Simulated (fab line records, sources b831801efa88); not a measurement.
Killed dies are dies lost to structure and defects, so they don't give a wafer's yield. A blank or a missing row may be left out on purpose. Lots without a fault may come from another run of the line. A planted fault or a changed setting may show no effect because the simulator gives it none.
fab line records | flow sky130
record lots=7 wafers=21 last_day=50
route steps=708 shown GATE_OXIDE@192 POLY_GATE@204 RES_PROTECT@207
lots that met no fault: from a run of the same line without faults
start_h: hours from the record's first day to the start of the lot's first wafer shown | wait_h: hours since the lot's step before | " the same as in the row above | L1.1+2: a row that stands for several wafers | - no value, or no start given | * or withheld: withheld | < > ~ a bound
route shown NAME@n: a module of which the file shows steps, and the number in the route of the first | usual: mean/standard deviation of fault-free wafers | same: alike in all rows | chamber/n: place in a boat | sites: the reading at each site | _std_site: their standard deviation | _edge_site: outer sites' mean less inner sites' | radius_mm: how far each site lies from the wafer's centre | mask NAME#n: copy n | behind: the tool/chamber that last shaped the wafer | hold: why the lot was held/for how many hours/how that ended | device: the transistor (n, p or np) that didn't switch | end of line: the same wafers' tests at the end of the route | a step without rows: its recipe alone | killed: dies lost to structure and defects at the first sort, not the wafer's yield | map: a wafer's dies, x killed, . not, _ none there
set.NAME: the setting as run; set.NAME@STEP: as run at that earlier step | model.NAME: the simulator's own value behind a step, which no gauge read
lots at some steps of the route; a table a step, a row a wafer
services: from which hour (start_h, from the record's first day; less than 0 if before it) a tool's chamber was out of use, for how many hours, and why
## steps
# step SKY_GATE_OXIDE_COAT_05
# recipe resist=NOVOLAK spin_rpm=3000 resist_thk_nm=1140
# step SKY_GATE_OXIDE_SOFTBAKE_06
# recipe temp_c=90 time_s=60 resist=NOVOLAK
# step SKY_GATE_OXIDE_EXPOSE_07
# recipe mask_id=LVOM na=0.6 source_shape=conventional sigma_outer=0.6 polarization=unpolarized target_cd_nm=600 dose_mj=170
# step SKY_GATE_OXIDE_PEB_08
# recipe temp_c=withheld time_s=* resist=NOVOLAK
# step SKY_GATE_OXIDE_DEVELOP_09
# recipe resist=NOVOLAK developer=TMAH develop_time_s=60 dev_temp_c=23
# step SKY_GATE_OXIDE_OVL_MEAS_10
# usual GATE_OXIDE_OVL=-0.7/1.5
# columns lot.wafer tool chamber start_h wait_h GATE_OXIDE_OVL[nm]
L178.1 overlay-01 - 377.39 0.1 -0.5
L178.4 " - " " 0.6
L178.5 " - " " 0.4
L179.1 overlay-02 - 387.14 0.1 -0.4
L179.2 " - " " 0.1
L179.6 " - " " 0.5
L180.1 overlay-01 - 404.74 0.1 -0.1
L180.4 " - " " -0.6
L180.5 " - " " -0.6
L181.1 overlay-01 - 405.51 0.1 -1.6
L181.4 " - " " -0.7
L181.5 " - " " -0.9
L189.1 overlay-02 - 467.35 0.2 -1.9
L189.2 " - " " -3.2
L189.6 " - " " -0.6
L192.1 overlay-02 - 507.46 0.1 -1.0
L192.3 " - " " -0.3
L192.4 " - " " -1.8
L193.3 overlay-02 - 508.58 0.1 -1.9
L193.4 " - " " -2.4
L193.5 " - " " -0.6
# step SKY_GATE_OXIDE_IMPLANT_11
# recipe species=B energy_kev=10 dose_cm2=2.6e+12 tilt_deg=withheld
# step SKY_GATE_OXIDE_WET_ETCH_12
# recipe chemistry=dHF target_depth_nm=16.8 dry=n2_spin target=SiO2 dilution=100:1 temp_c=25 time_s=336
# step SKY_GATE_OXIDE_STRIP_13
# recipe chemistry=O2/N2 power_w=1400 pressure_mtorr=1500 platen_temp_c=withheld o2_flow_sccm=3000 n2_flow_sccm=300 overash_fraction=0.5
# usual drypump_motor_current_A=5.7/0.53 n2_flow_sccm=299.9/0.92 o2_flow_sccm=2999/9.4 oes_product_au=0.715/0.0047 strip_time_to_endpoint_s=14.16/0.033
# same overash_fraction=0.5
# columns lot.wafer tool chamber start_h wait_h drypump_motor_current_A n2_flow_sccm o2_flow_sccm oes_product_au rf_hours_counter_h strip_time_to_endpoint_s
L178.1 plasma_asher-04 1 377.68 0.0 5.9 300.9 3004 0.716 68 14.20
L178.4 " 1 " " 5.9 300.5 3003 0.711 - 14.17
L178.5 " 1 " " 5.9 300.1 2987 0.715 - 14.21
L179.1 plasma_asher-01 1 387.43 0.0 6.7 300.7 3000 0.723 57 14.13
L179.2 " 0 " " 5.8 299.7 2982 0.725 57 14.11
L179.6 " 1 " " 6.7 300.5 2988 0.713 - 14.15
L180.1 plasma_asher-04 0 405.03 0.0 5.2 299.9 2997 0.718 71 14.15
L180.4 " 1 " " 5.9 300.1 2998 0.715 - 14.21
L180.5 " 0 " " 5.2 301.4 2995 0.714 - 14.21
L181.1 plasma_asher-01 0 405.80 0.0 5.8 300.0 2998 0.717 59 14.21
L181.4 " 0 " " 5.8 301.3 3003 0.717 - 14.19
L181.5 " 1 " " 6.8 300.1 3006 0.713 - 14.19
L189.1 plasma_asher-04 0 467.91 0.0 5.2 299.3 2986 0.711 4 14.18
L189.2 " 1 " " 5.9 298.7 3002 0.716 4 14.11
L189.6 " 1 " " 5.9 299.9 3004 0.711 - 14.15
L192.1 plasma_asher-03 1 507.75 0.0 5.3 300.1 3008 0.707 79 14.17
L192.3 " 0 " " 5.2 301.8 3001 0.712 - 14.18
L192.4 " 1 " " 5.3 300.5 3016 0.712 - 14.11
L193.3 plasma_asher-01 0 508.89 0.0 5.8 299.6 2999 0.721 - 14.15
L193.4 " 1 " " 6.7 301.2 2991 0.724 - 14.09
L193.5 " 1 " " 6.7 299.4 2988 0.714 - 14.10
# step SKY_GATE_OXIDE_TW_MEAS_14
# usual GATE_OXIDE_TW=226.5/2.1
# columns lot.wafer tool chamber start_h wait_h GATE_OXIDE_TW
L178.1 film_metro-02 - 377.78 0.1 227.4
L178.4 " - " " 227.2
L178.5 " - " " 227.3
L179.1 film_metro-03 - 387.53 0.1 225.3
L179.2 " - " " 226.0
L179.6 " - " " 225.0
L180.1 film_metro-03 - 405.13 0.1 226.1
L180.4 " - " " 225.4
L180.5 " - " " 225.5
L181.1 film_metro-02 - 405.90 0.1 226.5
L181.4 " - " " 225.8
L181.5 " - " " 227.4
L189.1 film_metro-03 - 468.01 0.1 224.2
L189.2 " - " " 224.4
L189.6 " - " " 225.0
L192.1 film_metro-02 - 507.85 0.1 226.7
L192.3 " - " " 225.9
L192.4 " - " " 226.5
L193.3 film_metro-02 - 508.97 0.1 225.7
L193.4 " - " " 227.2
L193.5 " - " " 224.9
# step SKY_GATE_OXIDE_CLEAN_15
# recipe chemistry=SC1/SC2 mix=1:4:20 temp_c=70 time_s=150 dry=n2_spin
# step SKY_GATE_OXIDE_OXIDATION_16
# recipe temp_c=800 ambient=O2 idle_temp_c=700 ramp_up_c_per_min=10 ramp_down_c_per_min=3 stabilise_s=600 purge_s=300 target_thk_a=35.7 ox_time_s=1915
# step SKY_POLY_GATE_CVD_00
# recipe material=poly-Si target_thk_nm=180 temp_c=620 time_s=720 pressure_mtorr=200
# usual pressure_mtorr=200.1/0.42 zone_power_centre_pct=7.9/0.63
# columns lot.wafer tool chamber start_h wait_h pressure_mtorr zone_power_centre_pct model.poly-Si_of_POLY_GATE_CVD_00.thk_nm
L178.1 lpcvd-01 0 382.43 0.0 200.8 7.4 180.3
L178.4 " 0 " " 200.7 7.5 181
L178.5 " 0 " " 200.9 7.4 181.2
L179.1 lpcvd-01 1 389.50 0.0 200.0 8.8 190
L179.2 " 1 " " 200.3 8.7 190
L179.6 " 1 " " 199.9 9.0 190
L180.1 lpcvd-01 1 407.65 0.0 200.2 8.7 189.4
L180.4 " 1 " " 201.3 8.6 189.2
L180.5 " 1 " " 200.3 8.7 189.1
L181.1 lpcvd-01 1 407.65 0.0 199.6 8.6 191.8
L181.4 " 1 " " 199.4 8.8 191.6
L181.5 " 1 " " 199.7 8.9 191.4
L189.1 lpcvd-01 1 470.42 0.0 200.3 8.7 178.9
L189.2 " 1 " " 200.1 8.7 179.1
L189.6 " 1 " " 200.1 8.7 177.7
L192.1 lpcvd-01 1 509.49 0.0 200.0 8.8 179.6
L192.3 " 1 " " 200.4 8.8 180.1
L192.4 " 1 " " 200.1 8.6 179.6
L193.3 lpcvd-01 0 511.29 0.7 200.5 7.4 178.2
L193.4 " 0 " " 199.3 7.5 177.5
L193.5 " 0 " " 200.5 7.4 177.3
# step SKY_POLY_GATE_THK_MEAS_01
# recipe reads=poly-Si_of_POLY_GATE_CVD_00
# usual POLY_GATE_CVD_00_THK=179.8/1.5
# columns lot.wafer tool chamber start_h wait_h hold POLY_GATE_CVD_00_THK[nm]
L178.1 film_metro-02 - 383.63 0.0 - 180.4
L178.4 " - " " - 180.9
L178.5 " - " " - 181.2
L179.1 film_metro-02 - 390.70 0.0 await_dispo/0.2h/release 190.1
L179.2 " - " " await_dispo/0.2h/release 190.0
L179.6 " - " " await_dispo/0.2h/release 190.2
L179.1 film_metro-02 - 390.93 0.2 - 190.1
L179.2 " - " " - 190.0
L179.6 " - " " - 190.1
L180.1 film_metro-02 - 408.85 0.0 await_dispo/0.2h/release 189.4
L180.4 " - " " await_dispo/0.2h/release 189.2
L180.5 " - " " await_dispo/0.2h/release 189.1
L180.1 film_metro-02 - 409.08 0.2 - 189.3
L180.4 " - " " - 189.3
L180.5 " - " " - 189.0
L181.1 film_metro-01 - 408.85 0.0 await_dispo/0.2h/release 191.8
L181.4 " - " " await_dispo/0.2h/release 191.5
L181.5 " - " " await_dispo/0.2h/release 191.2
L181.1 film_metro-01 - 409.08 0.2 - 191.8
L181.4 " - " " - 191.6
L181.5 " - " " - 191.2
L189.1 film_metro-02 - 471.62 0.0 - 178.7
L189.2 " - " " - 179.1
L189.6 " - " " - 177.6
L192.1 film_metro-04 - 511.29 0.0 - 179.7
L192.3 " - " " - 180.2
L192.4 " - " " - 179.4
L193.3 film_metro-04 - 513.11 0.0 - 178.2
L193.4 " - " " - 177.6
L193.5 " - " " - 177.2
# step SKY_RES_PROTECT_HMDS_01
# recipe prime_time_s=60 prime_temp_c=120
# step SKY_RES_PROTECT_COAT_02
# recipe resist=NOVOLAK spin_rpm=3000 resist_thk_nm=1140
# step SKY_RES_PROTECT_SOFTBAKE_03
# recipe temp_c=90 time_s=60 resist=NOVOLAK
# step SKY_RES_PROTECT_EXPOSE_04
# recipe mask_id=RPM na=0.6 source_shape=conventional sigma_outer=0.6 polarization=unpolarized target_cd_nm=1270 dose_mj=131
# step SKY_RES_PROTECT_PEB_05
# recipe temp_c=withheld time_s=* resist=NOVOLAK
# step SKY_RES_PROTECT_DEVELOP_06
# recipe resist=NOVOLAK developer=TMAH develop_time_s=60 dev_temp_c=23
# step SKY_POLY_GATE_IMPLANT_02
# recipe species=P energy_kev=30 dose_cm2=7.7e+15 tilt_deg=0
# step SKY_RES_PROTECT_STRIP_07
# recipe chemistry=O2/N2 power_w=1400 pressure_mtorr=1500 platen_temp_c=withheld o2_flow_sccm=3000 n2_flow_sccm=300 overash_fraction=0.5
# usual drypump_motor_current_A=5.6/0.31 n2_flow_sccm=299.9/0.89 o2_flow_sccm=3000/8.9 oes_product_au=0.518/0.0042 strip_time_to_endpoint_s=23.28/0.043
# same overash_fraction=0.5
# columns lot.wafer tool chamber start_h wait_h drypump_motor_current_A n2_flow_sccm o2_flow_sccm oes_product_au rf_hours_counter_h strip_time_to_endpoint_s
L178.1 plasma_asher-02 1 412.81 0.1 5.7 300.7 3011 0.525 31 23.31
L178.4 " 0 " " 5.9 299.0 3008 0.515 - 23.38
L178.5 " 0 " " 5.9 299.9 3009 0.518 - 23.39
L179.1 plasma_asher-02 0 420.21 0.1 6.0 301.5 3008 0.523 31 23.29
L179.2 " 1 " " 5.8 300.2 2990 0.520 31 23.29
L179.6 " 0 " " 6.0 299.7 3002 0.512 - 23.26
L181.1 plasma_asher-03 0 439.54 0.1 5.2 298.1 3001 0.512 72 23.31
L181.4 " 1 " " 5.3 301.8 2999 0.513 - 23.30
L181.5 " 0 " " 5.2 299.3 3005 0.518 - 23.29
L180.1 plasma_asher-02 1 440.01 0.1 5.7 300.4 3010 0.525 33 23.22
L180.4 " 0 " " 5.9 300.7 3001 0.511 - 23.23
L180.5 " 0 " " 5.9 300.8 3010 0.517 - 23.27
L189.1 plasma_asher-04 0 502.36 0.1 5.2 299.0 2991 0.521 7 23.27
L189.2 " 1 " " 5.9 298.6 2991 0.517 7 23.27
L189.6 " 1 " " 5.9 300.1 2996 0.523 - 23.30
L192.1 plasma_asher-04 1 541.06 0.1 5.9 299.6 3002 0.514 11 23.35
L192.3 " 1 " " 5.9 299.9 3002 0.518 - 23.31
L192.4 " 0 " " 5.2 299.7 3001 0.514 - 23.31
L193.3 plasma_asher-04 0 543.85 0.1 5.2 299.3 2999 0.521 - 23.37
L193.4 " 1 " " 5.9 299.4 3000 0.516 - 23.38
L193.5 " 0 " " 5.2 300.7 2998 0.519 - 23.37
# step SKY_RES_PROTECT_TW_MEAS_08
# usual POLY_GATE_TW=4059/22
# columns lot.wafer tool chamber start_h wait_h POLY_GATE_TW
L178.1 film_metro-03 - 412.91 0.1 4067
L178.4 " - " " 4061
L178.5 " - " " 4046
L179.1 film_metro-02 - 420.31 0.1 4061
L179.2 " - " " 4051
L179.6 " - " " 4037
L181.1 film_metro-03 - 439.64 0.1 4065
L181.4 " - " " 4035
L181.5 " - " " 4056
L180.1 film_metro-03 - 440.11 0.1 4048
L180.4 " - " " 4059
L180.5 " - " " 4042
L189.1 film_metro-03 - 502.46 0.1 4025
L189.2 " - " " 4053
L189.6 " - " " 4060
L192.1 film_metro-03 - 541.16 0.1 4036
L192.3 " - " " 4027
L192.4 " - " " 4035
L193.3 film_metro-02 - 543.93 0.1 4096
L193.4 " - " " 4074
L193.5 " - " " 4084
# step SKY_RES_PROTECT_CLEAN_09
# recipe chemistry=SC1/SC2 mix=1:4:20 temp_c=70 time_s=150 dry=n2_spin
# columns lot.wafer tool chamber start_h wait_h model.poly-Si_of_POLY_GATE_CVD_00.thk_nm
L178.1 wet_bench-02 3 412.97 0.1 179.7
L178.4 " 3 " " 180.4
L178.5 " 3 " " 180.5
L179.1+6 wet_bench-04 3 420.37 0.1 189.4
L179.2 " 3 " " 189.3
L181.1 wet_bench-04 0 439.70 0.1 191.2
L181.4 " 0 " " 190.9
L181.5 " 0 " " 190.7
L180.1 wet_bench-04 0 440.17 0.1 188.8
L180.4 " 0 " " 188.6
L180.5 " 0 " " 188.5
L189.1 wet_bench-01 1 502.52 0.1 178.3
L189.2 " 1 " " 178.5
L189.6 " 1 " " 177
L192.1+4 wet_bench-02 0 541.22 0.1 179
L192.3 " 0 " " 179.5
L193.3 wet_bench-04 0 543.97 0.0 177.6
L193.4 " 0 " " 176.9
L193.5 " 0 " " 176.7
# step SKY_POLY_GATE_CVD_03
# recipe material=Si3N4 precursor=DCS/NH3 target_thk_nm=75 temp_c=770 time_s=1290 pressure_mtorr=250
# step SKY_POLY_GATE_THK_MEAS_04
# recipe reads=Si3N4_of_POLY_GATE_CVD_03
# usual POLY_GATE_CVD_03_THK=74.8/0.67
# columns lot.wafer tool chamber start_h wait_h POLY_GATE_CVD_03_THK[nm]
L178.1 film_metro-02 - 415.29 0.0 74.2
L178.4 " - " " 75.1
L178.5 " - " " 75.6
L179.1 film_metro-01 - 422.46 0.0 75.1
L179.2 " - " " 75.1
L179.6 " - " " 74.6
L181.1 film_metro-01 - 441.34 0.0 74.4
L181.4 " - " " 74.4
L181.5 " - " " 74.1
L180.1 film_metro-02 - 442.68 0.0 73.3
L180.4 " - " " 73.6
L180.5 " - " " 73.6
L189.1 film_metro-04 - 503.93 0.0 73.8
L189.2 " - " " 73.9
L189.6 " - " " 74.3
L192.1 film_metro-01 - 543.31 0.0 74.4
L192.3 " - " " 75.0
L192.4 " - " " 75.3
L193.3 film_metro-01 - 546.08 0.0 75.5
L193.4 " - " " 75.6
L193.5 " - " " 75.9
# step SKY_POLY_GATE_DEHYDRATE_05
# recipe temp_c=200 time_s=60
# step SKY_POLY_GATE_HMDS_06
# recipe prime_time_s=60 prime_temp_c=120
# step SKY_POLY_GATE_COAT_07
# recipe resist=BARC temp_c=withheld time_s=withheld spin_rpm=3000 resist_thk_nm=110
# step SKY_POLY_GATE_COAT_08
# recipe resist=KrF-thick spin_rpm=3000 resist_thk_nm=450
# step SKY_POLY_GATE_SOFTBAKE_09
# recipe temp_c=100 time_s=90 resist=KrF-thick
# step SKY_POLY_GATE_EXPOSE_10
# recipe mask_id=P1M na=0.68 source_shape=conventional sigma_outer=0.6 target_cd_nm=150 dose_mj=28
# step SKY_POLY_GATE_PEB_11
# recipe peb_temp_c=withheld peb_time_s=withheld resist=KrF-thick
# step SKY_POLY_GATE_DEVELOP_12
# recipe develop_time_s=60 resist=KrF-thick dev_temp_c=21
# step SKY_POLY_GATE_CD_MEAS_13
# recipe target_cd_nm=150
# usual cd_nm=149.7/1.6
# columns lot.wafer tool chamber start_h wait_h cd_nm
L178.1 cd_sem-01 - 445.79 - 151.3
L178.4 " - " " 152.4
L178.5 " - " " 152.4
L179.1 cd_sem-02 - 453.69 - 148.8
L179.2 " - " " 148.7
L179.6 " - " " 147.0
L181.1 cd_sem-01 - 471.69 - 151.8
L181.4 " - " " 150.0
L181.5 " - " " 149.9
L180.1 cd_sem-01 - 473.64 - 150.3
L180.4 " - " " 149.6
L180.5 " - " " 150.6
L189.1 cd_sem-02 - 534.49 - 149.9
L189.2 " - " " 148.1
L189.6 " - " " 150.3
L192.1 cd_sem-02 - 572.69 - 147.3
L192.3 " - " " 146.9
L192.4 " - " " 146.8
L193.3 cd_sem-02 - 576.43 - 148.0
L193.4 " - " " 147.1
L193.5 " - " " 148.2
# step SKY_POLY_GATE_OVL_MEAS_14
# usual POLY_GATE_OVL=-1/6.8
# columns lot.wafer tool chamber start_h wait_h POLY_GATE_OVL[nm]
L178.1 overlay-01 - 445.91 0.1 -7
L178.4 " - " " -9
L178.5 " - " " -12
L179.1 overlay-01 - 453.81 0.1 2
L179.2 " - " " -1
L179.6 " - " " -1
L181.1 overlay-02 - 471.81 0.1 -8
L181.4 " - " " -7
L181.5 " - " " -12
L180.1 overlay-01 - 473.76 0.1 14
L180.4 " - " " 1
L180.5 " - " " 9
L189.1 overlay-01 - 534.61 0.1 -4
L189.2 " - " " 7
L189.6 " - " " 7
L192.1 overlay-02 - 572.81 0.1 0
L192.3 " - " " 2
L192.4 " - " " -2
L193.3 overlay-02 - 576.52 0.1 8
L193.4 " - " " 8
L193.5 " - " " 4
# step SKY_POLY_GATE_ETCH_15
# recipe chemistry=N2/H2 target=BARC ion_energy_ev=200 source_w=500 bias_w=100 pressure_mtorr=30 n2_flow_sccm=100 h2_flow_sccm=200 stop_on=SiO2 time_s=118.5 target_depth_a=1100
# usual drypump_motor_current_A=5.9/0.38 n2_flow_sccm=99.96/0.24 oes_product_au=0.715/0.0047 throttle_valve_pct=13.213/0.0095
# columns lot.wafer tool chamber start_h wait_h drypump_motor_current_A n2_flow_sccm oes_product_au rf_hours_counter_h throttle_valve_pct
L178.1 rie_diel-04 1 445.95 0.0 5.5 99.81 0.705 65 13.223
L178.4 " 2 " " 5.5 99.98 0.719 7 13.213
L178.5 " 0 " " 6.3 100.07 0.705 - 13.215
L179.1 rie_diel-04 0 453.85 0.0 6.3 100.11 0.714 6 13.225
L179.2 " 1 " " 5.5 99.97 0.711 65 13.194
L179.6 " 0 " " 6.3 100.06 0.718 - 13.219
L181.1 rie_diel-04 1 471.85 0.0 5.5 100.13 0.713 66 13.232
L181.4 " 2 " " 5.4 100.33 0.715 8 13.225
L181.5 " 1 " " 5.5 99.95 0.710 - 13.219
L180.1 rie_diel-04 3 473.80 0.0 6.4 99.97 0.711 97 13.204
L180.4 " 2 " " 5.4 99.65 0.712 8 13.206
L180.5 " 1 " " 5.5 99.99 0.716 - 13.211
L189.1 rie_diel-03 3 534.65 0.0 6.5 100.10 0.712 37 13.203
L189.2 " 0 " " 6.2 100.28 0.713 3 13.208
L189.6 " 0 " " 6.2 100.21 0.712 - 13.231
L192.1 rie_diel-04 1 572.85 0.0 5.5 100.05 0.715 68 13.200
L192.3 " 3 " " 6.3 99.89 0.714 1 13.212
L192.4 " 2 " " 5.5 100.62 0.714 10 13.201
L193.3 rie_diel-01 3 576.55 0.0 5.3 100.33 0.723 3 13.212
L193.4 " 2 " " 6.0 100.09 0.712 13 13.224
L193.5 " 2 " " 6.0 100.39 0.711 - 13.213
# step SKY_POLY_GATE_ETCH_16
# recipe stop_on=poly-Si chemistry=CH3F/O2 target=Si3N4 source_w=400 bias_w=80 pressure_mtorr=25 ch3f_flow_sccm=40 O2_flow_sccm=30 time_s=147.5 target_depth_a=750
# usual drypump_motor_current_A=5.9/0.38 oes_product_au=0.640/0.0051 throttle_valve_pct=10.535/0.0086
# columns lot.wafer tool chamber start_h wait_h drypump_motor_current_A oes_product_au rf_hours_counter_h throttle_valve_pct
L178.1 rie_diel-04 1 446.03 0.0 5.5 0.647 65 10.534
L178.4 " 2 " " 5.5 0.633 7 10.531
L178.5 " 0 " " 6.3 0.642 - 10.527
L179.1 rie_diel-04 0 453.93 0.0 6.2 0.642 6 10.526
L179.2 " 1 " " 5.5 0.638 65 10.542
L179.6 " 0 " " 6.2 0.635 - 10.533
L181.1 rie_diel-04 1 471.93 0.0 5.5 0.637 66 10.532
L181.4 " 2 " " 5.5 0.635 8 10.539
L181.5 " 1 " " 5.5 0.631 - 10.550
L180.1 rie_diel-04 3 473.88 0.0 6.3 0.640 97 10.529
L180.4 " 2 " " 5.4 0.639 8 10.546
L180.5 " 1 " " 5.5 0.631 - 10.527
L189.1 rie_diel-03 3 534.73 0.0 6.5 0.639 37 10.541
L189.2 " 0 " " 6.1 0.641 3 10.540
L189.6 " 0 " " 6.2 0.637 - 10.530
L192.1 rie_diel-04 1 572.93 0.0 5.5 0.641 68 10.530
L192.3 " 3 " " 6.3 0.635 1 10.531
L192.4 " 2 " " 5.4 0.646 10 10.537
L193.3 rie_diel-01 3 576.63 0.0 5.2 0.648 4 10.520
L193.4 " 2 " " 6.0 0.648 13 10.517
L193.5 " 2 " " 6.0 0.644 - 10.543
# step SKY_POLY_GATE_ETCH_17
# recipe target_depth_nm=180 stop_on=SiO2 over_etch_frac=0.56667 chemistry=HBr/Cl2 target=poly-Si icp_w=400 bias_w=100 pressure_mtorr=10 HBr_flow_sccm=150 Cl2_flow_sccm=50 time_s=70.5
# usual drypump_motor_current_A=5.6/0.42 mfc_cl2_sccm=49.99/0.14 oes_product_au=0.985/0.0085 throttle_valve_pct=33.685/0.0096
# columns lot.wafer tool chamber start_h wait_h drypump_motor_current_A mfc_cl2_sccm oes_product_au rf_hours_counter_h throttle_valve_pct model.POLY_GATE.feature_depth_nm model.etch.depth_nm
L178.1 rie_si-01 1 446.13 0.0 4.9 50.02 0.990 4 33.687 179 179
L178.4 " 0 " " 6.2 50.02 0.991 49 33.683 180.4 180.4
L178.5 " 3 " " 5.8 50.09 0.992 - 33.691 177.7 177.7
L179.1 rie_si-01 0 454.03 0.0 6.2 49.87 1.005 49 33.684 180.7 180.7
L179.2 " 2 " " 5.8 50.08 0.976 29 33.684 173.4 173.4
L179.6 " 2 " " 5.8 50.12 0.990 - 33.680 174.7 174.7
L181.1 rie_si-01 2 472.03 0.0 5.8 50.11 0.993 30 33.695 177.3 177.3
L181.4 " 0 " " 6.2 50.00 1.008 49 33.689 183.3 183.3
L181.5 " 0 " " 6.2 49.80 1.016 - 33.686 183.3 183.3
L180.1 rie_si-02 0 473.98 0.0 6.1 49.81 0.989 4 33.679 175.5 175.5
L180.4 " 1 " " 5.4 49.89 1.015 25 33.703 183.8 183.8
L180.5 " 2 " " 5.3 49.88 1.014 - 33.676 185.5 185.5
L189.1 rie_si-02 2 534.83 0.0 5.3 50.13 0.988 2 33.694 178.3 178.3
L189.2 " 3 " " 5.0 50.11 0.984 40 33.684 178.5 178.5
L189.6 " 2 " " 5.3 50.22 0.993 - 33.701 177 177
L192.1 rie_si-01 0 573.03 0.0 6.3 50.22 0.982 0 33.674 178.7 178.7
L192.3 " 3 " " 5.8 49.75 0.977 4 33.706 177.6 177.6
L192.4 " 1 " " 4.9 49.89 0.985 4 33.681 179 179
L193.3 rie_si-02 2 576.73 0.0 5.3 49.80 0.986 2 33.683 177.6 177.6
L193.4 " 1 " " 5.5 49.87 0.985 - 33.678 176.9 176.9
L193.5 " 0 " " 6.1 50.04 0.969 - 33.668 172.5 172.5
# step SKY_POLY_GATE_STRIP_18
# recipe chemistry=O2/N2 power_w=1400 pressure_mtorr=1500 platen_temp_c=withheld o2_flow_sccm=3000 n2_flow_sccm=300 overash_fraction=0.5
# usual drypump_motor_current_A=6.0/0.45 n2_flow_sccm=300.0/0.97 o2_flow_sccm=2999/9.7 oes_product_au=0.360/0.0046 strip_time_to_endpoint_s=3.16/0.06
# same overash_fraction=0.5
# columns lot.wafer tool chamber start_h wait_h drypump_motor_current_A n2_flow_sccm o2_flow_sccm oes_product_au rf_hours_counter_h strip_time_to_endpoint_s
L178.1 plasma_asher-01 1 446.19 0.0 6.7 300.4 2999 0.364 64 3.24
L178.4 " 1 " " 6.7 300.0 3007 0.361 - 3.19
L178.5 " 0 " " 5.8 300.1 2988 0.359 - 3.18
L179.1 plasma_asher-01 1 454.09 0.0 6.7 301.3 3001 0.364 65 3.13
L179.2 " 0 " " 5.8 299.7 2997 0.372 65 3.24
L179.6 " 0 " " 5.8 298.0 3003 0.352 - 3.17
L181.1 plasma_asher-02 1 472.09 0.0 5.7 300.7 2999 0.362 36 3.23
L181.4 " 1 " " 5.7 300.7 3008 0.365 - 3.16
L181.5 " 1 " " 5.7 300.9 3008 0.359 - 3.19
L180.1 plasma_asher-02 0 474.04 0.0 6.0 300.0 3000 0.366 36 3.22
L180.4 " 1 " " 5.8 301.8 2996 0.359 - 3.17
L180.5 " 0 " " 5.9 300.7 3002 0.356 - 3.20
L189.1 plasma_asher-01 0 534.89 0.0 5.8 299.1 2989 0.360 72 3.17
L189.2 " 1 " " 6.7 300.8 2998 0.352 72 3.16
L189.6 " 0 " " 5.8 298.5 3001 0.366 - 3.14
L192.1 plasma_asher-04 0 573.09 0.0 5.2 299.0 3016 0.370 14 3.25
L192.3 " 0 " " 5.2 301.3 2998 0.361 - 3.22
L192.4 " 1 " " 5.9 299.8 3001 0.367 - 3.21
L193.3 plasma_asher-02 1 576.82 0.1 5.7 300.7 3005 0.356 - 3.15
L193.4 " 0 " " 5.9 301.1 3003 0.351 - 3.07
L193.5 " 0 " " 5.9 300.7 3006 0.362 - 3.15
## services
# columns tool chamber start_h hours kind
plasma_asher-02 - 357.47 2.8 pm
rie_diel-03 - 382.29 2.8 pm
rie_diel-03 0 395.69 2.5 repair
rie_diel-01 - 396.32 14.6 pm
rie_diel-04 1 407.28 2.9 repair
wet_bench-01 - 414.56 4.4 pm
plasma_asher-04 - 421.25 9.0 pm
rie_si-01 1 421.73 9.4 repair
plasma_asher-02 - 426.38 9.4 repair
rie_si-01 1 450.53 7.7 repair
rie_si-01 - 454.52 0.6 repair
rie_diel-04 2 457.39 4.0 repair
rie_diel-04 0 468.40 3.4 repair
rie_diel-04 - 468.91 2.8 pm
plasma_asher-01 - 470.62 7.4 repair
rie_diel-04 3 479.94 - clean
rie_diel-01 3 492.60 2.4 repair
rie_si-02 2 498.13 9.4 repair
wet_bench-04 - 513.75 1.9 pm
lpcvd-01 - 514.53 2.8 pm
rie_diel-04 - 527.20 0.4 repair
rie_diel-01 0 534.99 4.2 repair
wet_bench-04 - 537.73 3.5 repair
wet_bench-01 - 540.65 1.3 repair
## key
first_sign step=SKY_POLY_GATE_THK_MEAS_01 reading=visit direction=added
effect step=SKY_POLY_GATE_THK_MEAS_01 reading=POLY_GATE_CVD_00_THK direction=up sigmas=6.9 usual=179.8 struck=190.3
model_effect step=SKY_POLY_GATE_CVD_00 value=poly-Si_of_POLY_GATE_CVD_00.thk_nm without=180.5 struck=190.3
model_effect step=SKY_RES_PROTECT_CLEAN_09 value=poly-Si_of_POLY_GATE_CVD_00.thk_nm without=179.9 struck=189.6
model_effect step=SKY_POLY_GATE_ETCH_17 value=POLY_GATE.feature_depth_nm without=177.8 struck=179.7
met_at SKY_POLY_GATE_CVD_00
struck_wafers L179.1,L179.2,L179.6,L180.1,L180.4,L180.5,L181.1,L181.4,L181.5
later_rows_left_out L179.2
sort_left_out L179.1,L179.2,L179.6,L180.1,L180.4,L180.5,L181.1,L181.4,L181.5
tester_left_out L179,L180,L181
onset_between 382.43 389.50
fault kind=process_parameter_drift tool=lpcvd-01 chamber=- onset_h=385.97 steps=SKY_POLY_GATE_CVD_00 channel=target_thk_nm offset=9.7956 shape=step end_h=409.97 stated=180
# tester_left_out: of these lots the tester's yield and bins aren't shown, on N5 and GAA mostly nor the transistor test; their killed dies are dies lost to structure and defects alone, not to doping, threshold or leakage, so they don't give the yield
# sort_left_out: the simulated sort isn't trusted on such a fault, so these wafers' sort isn't shown, and their yield isn't known
# later_rows_left_out: the simulator's readings of these wafers behind a module that went badly wrong aren't trusted and aren't shown, but for the sort
